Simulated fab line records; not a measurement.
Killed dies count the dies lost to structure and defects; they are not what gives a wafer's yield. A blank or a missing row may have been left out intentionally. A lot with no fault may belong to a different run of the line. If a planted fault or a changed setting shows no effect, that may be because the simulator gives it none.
Matching of chambers    flow sfqLine    SFQ_TRILAYER_A5B_CMP_CMP_130 on cmp-01 has 4 sister chambers
The step polishes, stops on Nb, target thk 340.7 nm. 18 wafers are shown with their chamber, then 9 later ones without.

## EACH WAFER AND ITS CHAMBER
wafer   chamber  motorCurrentA (A)  headPressurePsi (psi)  edgeZonePressureFrac
L556.1  1        11.9               3.003                  0.999
L556.2  3        10.3               3.002                  0.995
L556.3  0        10.2               3.000                  0.998
L558.2  1        10.9               2.995                  1.000
L558.4  0        10.0               3.010                  0.988
L558.6  3        10.0               2.997                  0.999
L559.2  3        10.4               3.000                  0.993
L559.3  2        9.3                3.004                  0.995
L559.6  3        10.5               3.002                  0.991
L560.4  3        10.3               2.994                  1.000
L560.2  2        8.9                3.011                  1.002
L560.6  0        9.7                3.010                  0.997
L561.4  2        9.1                3.004                  0.997
L561.1  0        9.8                3.012                  0.998
L561.5  3        10.1               3.007                  1.012
L562.1  3        10.5               2.998                  1.004
L562.4  1        11.3               3.001                  0.993
L562.5  3        10.1               2.997                  0.997

SIGNATURES (averages over the wafers above)
reading               chamber 0  chamber 1  chamber 2  chamber 3  scatter within a chamber
motorCurrentA         9.925      11.367     9.100      10.275     0.266
headPressurePsi       3.00800    2.99967    3.00633    2.99962    0.00439
edgeZonePressureFrac  0.99525    0.99733    0.99800    0.99887    0.00561
Rule: a wafer's distance from a chamber is the root of the sum, over the readings, of the square of ((its reading less the chamber's mean) divided by the reading's scatter). If the next closest chamber is less than 2 further off than the closest, the wafer can't be placed; otherwise it belongs to the closest. The scatter is the square root of a quotient: the sum, over the shown wafers, of each reading's squared deviation from its chamber's mean, divided by wafers minus chambers.

## WAFERS WHOSE CHAMBER IS MISSING
wafer   motorCurrentA (A)  headPressurePsi (psi)  edgeZonePressureFrac
L564.1  11.5               2.985                  0.994
L564.2  10.4               3.007                  0.992
L564.4  9.3                3.001                  0.995
L566.1  10.8               3.017                  1.006
L566.3  10.1               3.000                  1.001
L566.5  9.7                3.001                  1.006
L579.1  9.9                2.991                  0.999
L579.3  10.1               3.001                  1.003
L579.6  9.4                2.991                  1.005

## WHICH CHAMBER EACH ONE RAN IN
wafer   from the rows above           in truth
L564.1  1                             1
L564.2  can't be placed: 0 or 3       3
L564.4  can't be placed: 2 or 0       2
L566.1  can't be placed: 0 or 3 or 1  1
L566.3  can't be placed: 3 or 0       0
L566.5  can't be placed: 3 or 0 or 2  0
L579.1  can't be placed: 3 or 0       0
L579.3  can't be placed: 3 or 0       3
L579.6  can't be placed: 2 or 3 or 0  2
Correctly placed: 1 of 9. Not placeable from these rows: 8 (in 8, the candidates include the true chamber). Wrongly placed: 0.
